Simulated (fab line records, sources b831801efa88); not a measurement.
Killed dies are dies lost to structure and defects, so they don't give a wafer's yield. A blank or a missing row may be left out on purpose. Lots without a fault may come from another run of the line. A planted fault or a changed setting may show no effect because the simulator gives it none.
Split-lot experiment | flow sfq_line | 5 lots, 23 wafers read, on a route of 325 steps

THE SPLIT
At SFQ_TRILAYER_M6_LITHO_COAT_159 (resist thk 600 nm), the setting resist_thk_nm was moved away from the recipe's 600 nm on 7 of the 23 wafers read, by -2.7% to +4.0%. The other wafers ran this setting at the recipe's value.

FROM THE SPLIT TO THE READING: what the file shows between them, 3 steps
- SFQ_TRILAYER_M6_LITHO_SOFTBAKE_163
- SFQ_TRILAYER_M6_LITHO_EXPOSE_160: exposes mask M6, target cd 500 nm
- SFQ_TRILAYER_M6_LITHO_DEVELOP_161: time 60 s

THE READING
KrF_of_TRILAYER_M6_LITHO_COAT_159.thk_nm (the simulator's own value, which no gauge read), in nm, at SFQ_TRILAYER_M6_BARC_OPEN_METAL_ETCH_206 (etches BARC in O2, target depth 125 nm, time 41.7 s). The file gives no usual value for it. The 16 wafers here that ran the recipe average 522.4 nm, standard deviation 1.4 nm.

wafer  | tool, chamber at the split | resist_thk_nm as run, nm | against the recipe | KrF_of_TRILAYER_M6_LITHO_COAT_159.thk_nm, nm | against lot-mates on the recipe
L074.1 | litho_track-03, 0          | 624.3                    | +4.0%              | 546.4                                        | +23.4
L074.2 | litho_track-03, 0          | 600                      | recipe             | 523.4                                        | -
L074.3 | litho_track-03, 0          | 600                      | recipe             | 520.7                                        | -
L074.5 | litho_track-03, 0          | 600                      | recipe             | 525                                          | -
L074.6 | litho_track-03, 0          | 624.3                    | +4.0%              | 546.2                                        | +23.2
L078.1 | litho_track-03, 0          | 600                      | recipe             | 520.4                                        | -
L078.3 | litho_track-03, 0          | 600                      | recipe             | 523.6                                        | -
L078.4 | litho_track-03, 0          | 600                      | recipe             | 522                                          | -
L078.5 | litho_track-03, 0          | 600                      | recipe             | 522.7                                        | -
L078.6 | litho_track-03, 0          | 600                      | recipe             | 521.8                                        | -
L079.1 | litho_track-04, 0          | 600                      | recipe             | 524.3                                        | -
L079.2 | litho_track-04, 0          | 600                      | recipe             | 522.3                                        | -
L079.4 | litho_track-04, 0          | 600                      | recipe             | 523                                          | -
L082.1 | litho_track-02, 0          | 584                      | -2.7%              | 503.3                                        | -17.4
L082.2 | litho_track-02, 0          | 584                      | -2.7%              | 505                                          | -15.7
L082.3 | litho_track-02, 0          | 600                      | recipe             | 520.3                                        | -
L082.5 | litho_track-02, 0          | 600                      | recipe             | 521.1                                        | -
L082.6 | litho_track-02, 0          | 584                      | -2.7%              | 506.1                                        | -14.6
L083.1 | litho_track-02, 0          | 600                      | recipe             | 524.1                                        | -
L083.2 | litho_track-02, 0          | 587.9                    | -2.0%              | 511                                          | -11.8
L083.4 | litho_track-02, 0          | 600                      | recipe             | 521.4                                        | -
L083.5 | litho_track-02, 0          | 587.9                    | -2.0%              | 511.4                                        | -11.4
L083.6 | litho_track-02, 0          | 600                      | recipe             | 523                                          | -

THE FIT
A straight line over all 23 wafers: KrF_of_TRILAYER_M6_LITHO_COAT_159.thk_nm changes by +6.09 nm for each +1% of resist_thk_nm; r = +0.99; the points scatter about the line by 1.4 nm.
The same after taking each lot's own level away (the mean of its wafers on the recipe; 23 wafers): +5.82 nm for each +1%; r = +0.99; scatter 1.1 nm.
On that fit, the largest move of resist_thk_nm shifts the reading by 24 nm.
The lots' own levels span 520.70 to 523.20 nm, that is 1.8 times the standard deviation above.
So the lot-to-lot level changes the slope little: the two slopes agree.
Check: with one of the wafers moved furthest among these (+4.0%) left out of the fit, the line predicts +23.6 nm for it against its lot-mates. It came out at +23.4 nm against them.

OTHER SPLITS ON THESE WAFERS
These wafers also went through other splits before the reading. Each is held against what the fit with the lots' levels taken away leaves over:
other split on the same wafers                  | wafers away from the commonest value | r with KrF_of_TRILAYER_M6_LITHO_COAT_159.thk_nm (lot level and that fit taken away)
SFQ_TRILAYER_I5_LITHO_COAT_144 spin_rpm         | 7                                    | +0.08
SFQ_TRILAYER_C5_LITHO_COAT_151 spin_rpm         | 5                                    | +0.08
SFQ_TRILAYER_C5_BARC_OPEN_VIA_ETCH_210 source_w | 9                                    | -0.16

THE WHOLE CHAIN: every reading that the file lists as answering this split, in the file's order
step                                     | what it does                                        | reading                                                                                   | change (the file's fit)              | r (the file's)
SFQ_TRILAYER_M6_LITHO_COAT_159           | resist thk 600 nm                                   | KrF_of_TRILAYER_M6_LITHO_COAT_159.thk_nm (the simulator's own value, which no gauge read) | +5.9 nm for each +1% of the setting  | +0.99
SFQ_TRILAYER_M6_BARC_OPEN_METAL_ETCH_206 | etches BARC in O2, target depth 125 nm, time 41.7 s | KrF_of_TRILAYER_M6_LITHO_COAT_159.thk_nm (the simulator's own value, which no gauge read) | +5.81 nm for each +1% of the setting | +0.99

THE FILE'S OWN FIT
KrF_of_TRILAYER_M6_LITHO_COAT_159.thk_nm changes by +5.81 nm for each +1% of resist_thk_nm, r = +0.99.
